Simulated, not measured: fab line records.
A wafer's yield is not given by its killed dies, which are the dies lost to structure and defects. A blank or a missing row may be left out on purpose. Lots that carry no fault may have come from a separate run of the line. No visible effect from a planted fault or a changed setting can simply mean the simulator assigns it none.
Which of the tools did it? / flow sky130 / 36 wafers from 12 lots sampled at 4 of the route's 708 steps

WHAT THE GAUGES SHOWED, per wafer
SKY_METAL1_RS_MEAS_05: measures by four-point-probe. Usual: METAL1_ALCU_RS typically reads 0.1267 ohm/sq, with standard deviation 0.0015.
lot=L153; measured=day 32 10:24; on=film-metro-04; METAL1_ALCU_RS (ohm/sq)=0.1274 0.1275 0.1285; flag=
lot=L152; measured=day 32 13:21; on=film-metro-01; METAL1_ALCU_RS (ohm/sq)=0.1279 0.1261 0.1266; flag=
lot=L154; measured=day 32 17:00; on=film-metro-02; METAL1_ALCU_RS (ohm/sq)=0.1266 0.1256 0.1269; flag=
lot=L156; measured=day 33 09:32; on=film-metro-02; METAL1_ALCU_RS (ohm/sq)=0.1251 0.1243 0.1260; flag=
lot=L159; measured=day 34 08:30; on=film-metro-04; METAL1_ALCU_RS (ohm/sq)=0.1255 0.1265 0.1234; flag=
lot=L160; measured=day 34 21:22; on=film-metro-04; METAL1_ALCU_RS (ohm/sq)=0.1265 0.1265 0.1258; flag=
lot=L161; measured=day 35 02:55; on=film-metro-01; METAL1_ALCU_RS (ohm/sq)=0.1278 0.1271 0.1280; flag=
lot=L162; measured=day 35 15:59; on=film-metro-04; METAL1_ALCU_RS (ohm/sq)=0.1264 0.1244 0.1265; flag=
lot=L163; measured=day 36 00:15; on=film-metro-04; METAL1_ALCU_RS (ohm/sq)=0.1274 0.1269 0.1264; flag=
lot=L172; measured=day 38 04:56; on=film-metro-01; METAL1_ALCU_RS (ohm/sq)=0.1298 0.1300 0.1288; flag=
lot=L171; measured=day 38 14:37; on=film-metro-01; METAL1_ALCU_RS (ohm/sq)=0.1285 0.1295 0.1287; flag=
lot=L174; measured=day 39 00:26; on=film-metro-02; METAL1_ALCU_RS (ohm/sq)=0.1252 0.1274 0.1261; flag=

TOOL THAT RAN EACH LOT (tool first, then ch and the chambers of the sampled wafers, then the start)
lot=L153; SKY_CONTACT_CVD_24=cvd-w-02 ch 0,1, day 32 09:40; SKY_METAL1_SPUTTER_01=pvd-sputter-03, day 32 10:17; SKY_METAL1_SPUTTER_04=pvd-sputter-03, day 32 10:21
lot=L152; SKY_CONTACT_CVD_24=cvd-w-02 ch 0,1, day 32 12:37; SKY_METAL1_SPUTTER_01=pvd-sputter-03, day 32 13:14; SKY_METAL1_SPUTTER_04=pvd-sputter-03, day 32 13:18
lot=L154; SKY_CONTACT_CVD_24=cvd-w-02 ch 0,1, day 32 16:15; SKY_METAL1_SPUTTER_01=pvd-sputter-03, day 32 16:52; SKY_METAL1_SPUTTER_04=pvd-sputter-03, day 32 16:56
lot=L156; SKY_CONTACT_CVD_24=cvd-w-01 ch 0,1, day 33 08:48; SKY_METAL1_SPUTTER_01=pvd-sputter-01, day 33 09:25; SKY_METAL1_SPUTTER_04=pvd-sputter-01, day 33 09:29
lot=L159; SKY_CONTACT_CVD_24=cvd-w-02 ch 0,1, day 34 07:45; SKY_METAL1_SPUTTER_01=pvd-sputter-03, day 34 08:22; SKY_METAL1_SPUTTER_04=pvd-sputter-03, day 34 08:26
lot=L160; SKY_CONTACT_CVD_24=cvd-w-02 ch 0,1, day 34 20:37; SKY_METAL1_SPUTTER_01=pvd-sputter-04, day 34 21:14; SKY_METAL1_SPUTTER_04=pvd-sputter-04, day 34 21:18
lot=L161; SKY_CONTACT_CVD_24=cvd-w-02 ch 1, day 35 02:05; SKY_METAL1_SPUTTER_01=pvd-sputter-01, day 35 02:48; SKY_METAL1_SPUTTER_04=pvd-sputter-01, day 35 02:52
lot=L162; SKY_CONTACT_CVD_24=cvd-w-02 ch 0,1, day 35 15:16; SKY_METAL1_SPUTTER_01=pvd-sputter-03, day 35 15:50; SKY_METAL1_SPUTTER_04=pvd-sputter-03, day 35 15:54
lot=L163; SKY_CONTACT_CVD_24=cvd-w-01 ch 0,1, day 35 23:31; SKY_METAL1_SPUTTER_01=pvd-sputter-01, day 36 00:05; SKY_METAL1_SPUTTER_04=pvd-sputter-01, day 36 00:10
lot=L172; SKY_CONTACT_CVD_24=cvd-w-02 ch 0,1, day 38 04:12; SKY_METAL1_SPUTTER_01=pvd-sputter-04, day 38 04:49; SKY_METAL1_SPUTTER_04=pvd-sputter-04, day 38 04:53
lot=L171; SKY_CONTACT_CVD_24=cvd-w-01 ch 0,1, day 38 13:53; SKY_METAL1_SPUTTER_01=pvd-sputter-01, day 38 14:29; SKY_METAL1_SPUTTER_04=pvd-sputter-01, day 38 14:34
lot=L174; SKY_CONTACT_CVD_24=cvd-w-01 ch 0,1, day 38 23:41; SKY_METAL1_SPUTTER_01=pvd-sputter-03, day 39 00:18; SKY_METAL1_SPUTTER_04=pvd-sputter-03, day 39 00:22
- SKY_CONTACT_CVD_24: deposits W, target thk 340 nm, time 102.12 s.
- SKY_METAL1_SPUTTER_01: material TiN, target thk 20 nm, time 16.7 s.
- SKY_METAL1_SPUTTER_04: material TiN, target thk 70 nm, time 58.3 s.

WHAT THE TOOLS THEMSELVES READ (means of the sampled wafers that have a number; where no wafer has one, the mark that the record gives instead)
SKY_CONTACT_CVD_24. Usual: chamber-pressure-Torr 39.98 Torr, standard deviation 0.1; heater-power-w 866 W, standard deviation 64; susceptor-temp-C 400.01 C, standard deviation 0.23.
lot=L153; tool=cvd-w-02; chamber-pressure-Torr (Torr)=40.04; heater-power-w (W)=832; susceptor-temp-C (C)=400.10; flag=
lot=L152; tool=cvd-w-02; chamber-pressure-Torr (Torr)=39.97; heater-power-w (W)=833; susceptor-temp-C (C)=399.96; flag=
lot=L154; tool=cvd-w-02; chamber-pressure-Torr (Torr)=39.99; heater-power-w (W)=880; susceptor-temp-C (C)=399.97; flag=
lot=L156; tool=cvd-w-01; chamber-pressure-Torr (Torr)=40.04; heater-power-w (W)=849; susceptor-temp-C (C)=400.03; flag=
lot=L159; tool=cvd-w-02; chamber-pressure-Torr (Torr)=39.97; heater-power-w (W)=881; susceptor-temp-C (C)=399.59; flag=
lot=L160; tool=cvd-w-02; chamber-pressure-Torr (Torr)=39.94; heater-power-w (W)=887; susceptor-temp-C (C)=399.81; flag=
lot=L161; tool=cvd-w-02; chamber-pressure-Torr (Torr)=39.87; heater-power-w (W)=941; susceptor-temp-C (C)=399.84; flag=
lot=L162; tool=cvd-w-02; chamber-pressure-Torr (Torr)=39.99; heater-power-w (W)=879; susceptor-temp-C (C)=400.08; flag=
lot=L163; tool=cvd-w-01; chamber-pressure-Torr (Torr)=39.96; heater-power-w (W)=886; susceptor-temp-C (C)=400.14; flag=
lot=L172; tool=cvd-w-02; chamber-pressure-Torr (Torr)=39.91; heater-power-w (W)=899; susceptor-temp-C (C)=400.10; flag=
lot=L171; tool=cvd-w-01; chamber-pressure-Torr (Torr)=40.02; heater-power-w (W)=862; susceptor-temp-C (C)=400.16; flag=
lot=L174; tool=cvd-w-01; chamber-pressure-Torr (Torr)=40.02; heater-power-w (W)=858; susceptor-temp-C (C)=399.90; flag=

SKY_METAL1_SPUTTER_01. Usual: cathode-dc-power-W 6500.0 W, standard deviation 1.1; chamber-pressure-pa 0.4001 Pa, standard deviation 0.00081; throttle-valve-pct 29.9 %, standard deviation 0.87.
lot=L153; tool=pvd-sputter-03; cathode-dc-power-W (W)=6500.5; chamber-pressure-pa (Pa)=0.4003; throttle-valve-pct (%)=29.9; flag=
lot=L152; tool=pvd-sputter-03; cathode-dc-power-W (W)=6500.5; chamber-pressure-pa (Pa)=0.4000; throttle-valve-pct (%)=29.6; flag=
lot=L154; tool=pvd-sputter-03; cathode-dc-power-W (W)=6500.2; chamber-pressure-pa (Pa)=0.3992; throttle-valve-pct (%)=29.8; flag=
lot=L156; tool=pvd-sputter-01; cathode-dc-power-W (W)=6500.6; chamber-pressure-pa (Pa)=0.4002; throttle-valve-pct (%)=29.3; flag=
lot=L159; tool=pvd-sputter-03; cathode-dc-power-W (W)=6500.3; chamber-pressure-pa (Pa)=0.3992; throttle-valve-pct (%)=29.7; flag=
lot=L160; tool=pvd-sputter-04; cathode-dc-power-W (W)=6501.0; chamber-pressure-pa (Pa)=0.4003; throttle-valve-pct (%)=31.1; flag=
lot=L161; tool=pvd-sputter-01; cathode-dc-power-W (W)=-; chamber-pressure-pa (Pa)=-; throttle-valve-pct (%)=-; flag=OFF
lot=L162; tool=pvd-sputter-03; cathode-dc-power-W (W)=-; chamber-pressure-pa (Pa)=-; throttle-valve-pct (%)=-; flag=OFF
lot=L163; tool=pvd-sputter-01; cathode-dc-power-W (W)=6499.4; chamber-pressure-pa (Pa)=0.4008; throttle-valve-pct (%)=28.6; flag=
lot=L172; tool=pvd-sputter-04; cathode-dc-power-W (W)=6499.3; chamber-pressure-pa (Pa)=0.3995; throttle-valve-pct (%)=30.8; flag=
lot=L171; tool=pvd-sputter-01; cathode-dc-power-W (W)=6500.5; chamber-pressure-pa (Pa)=0.4004; throttle-valve-pct (%)=31.2; flag=
lot=L174; tool=pvd-sputter-03; cathode-dc-power-W (W)=6499.0; chamber-pressure-pa (Pa)=0.4002; throttle-valve-pct (%)=29.8; flag=

SKY_METAL1_SPUTTER_04. Usual: cathode-dc-power-W 6499.9 W, standard deviation 1.1; chamber-pressure-pa 0.4000 Pa, standard deviation 0.00082; throttle-valve-pct 30.0 %, standard deviation 0.81.
lot=L153; tool=pvd-sputter-03; cathode-dc-power-W (W)=6499.5; chamber-pressure-pa (Pa)=0.4005; throttle-valve-pct (%)=30.0; flag=
lot=L152; tool=pvd-sputter-03; cathode-dc-power-W (W)=6500.0; chamber-pressure-pa (Pa)=0.4000; throttle-valve-pct (%)=29.6; flag=
lot=L154; tool=pvd-sputter-03; cathode-dc-power-W (W)=6499.8; chamber-pressure-pa (Pa)=0.3995; throttle-valve-pct (%)=29.7; flag=
lot=L156; tool=pvd-sputter-01; cathode-dc-power-W (W)=6500.7; chamber-pressure-pa (Pa)=0.3998; throttle-valve-pct (%)=29.5; flag=
lot=L159; tool=pvd-sputter-03; cathode-dc-power-W (W)=6499.7; chamber-pressure-pa (Pa)=0.4002; throttle-valve-pct (%)=29.7; flag=
lot=L160; tool=pvd-sputter-04; cathode-dc-power-W (W)=6500.6; chamber-pressure-pa (Pa)=0.4000; throttle-valve-pct (%)=31.1; flag=
lot=L161; tool=pvd-sputter-01; cathode-dc-power-W (W)=6499.2; chamber-pressure-pa (Pa)=0.3997; throttle-valve-pct (%)=29.7; flag=
lot=L162; tool=pvd-sputter-03; cathode-dc-power-W (W)=6498.7; chamber-pressure-pa (Pa)=0.4000; throttle-valve-pct (%)=30.2; flag=
lot=L163; tool=pvd-sputter-01; cathode-dc-power-W (W)=6500.0; chamber-pressure-pa (Pa)=0.4004; throttle-valve-pct (%)=29.0; flag=
lot=L172; tool=pvd-sputter-04; cathode-dc-power-W (W)=6500.5; chamber-pressure-pa (Pa)=0.3999; throttle-valve-pct (%)=30.7; flag=
lot=L171; tool=pvd-sputter-01; cathode-dc-power-W (W)=6499.2; chamber-pressure-pa (Pa)=0.4001; throttle-valve-pct (%)=31.0; flag=
lot=L174; tool=pvd-sputter-03; cathode-dc-power-W (W)=6499.5; chamber-pressure-pa (Pa)=0.3995; throttle-valve-pct (%)=30.0; flag=

THE ANSWER, worked out from the rows above alone
Rule: take the mean of a lot's wafers that have a number; if it is more than 3 standard deviations from the usual mean, the lot is off. Also off: a lot with no number at a reading for which 4 or more lots have one. The other lots that the step has rows for count as sound. Order of review: gauges by route order, followed by the tools' own readings, for which a lot's mean as printed above is used. At the first step where some lot is off, the reading lying furthest off is the one used; lots without a number count as furthest.
Off at SKY_METAL1_SPUTTER_01 (cathode-dc-power-W): L161, L162. Without a number there: L161, L162.
If a tool, at that step or one of the process steps before it, ran each lot that is off and ran no sound lot following the first of them, it fits. Not one of the candidates tried fits.

WHAT THE SIMULATOR PUT IN
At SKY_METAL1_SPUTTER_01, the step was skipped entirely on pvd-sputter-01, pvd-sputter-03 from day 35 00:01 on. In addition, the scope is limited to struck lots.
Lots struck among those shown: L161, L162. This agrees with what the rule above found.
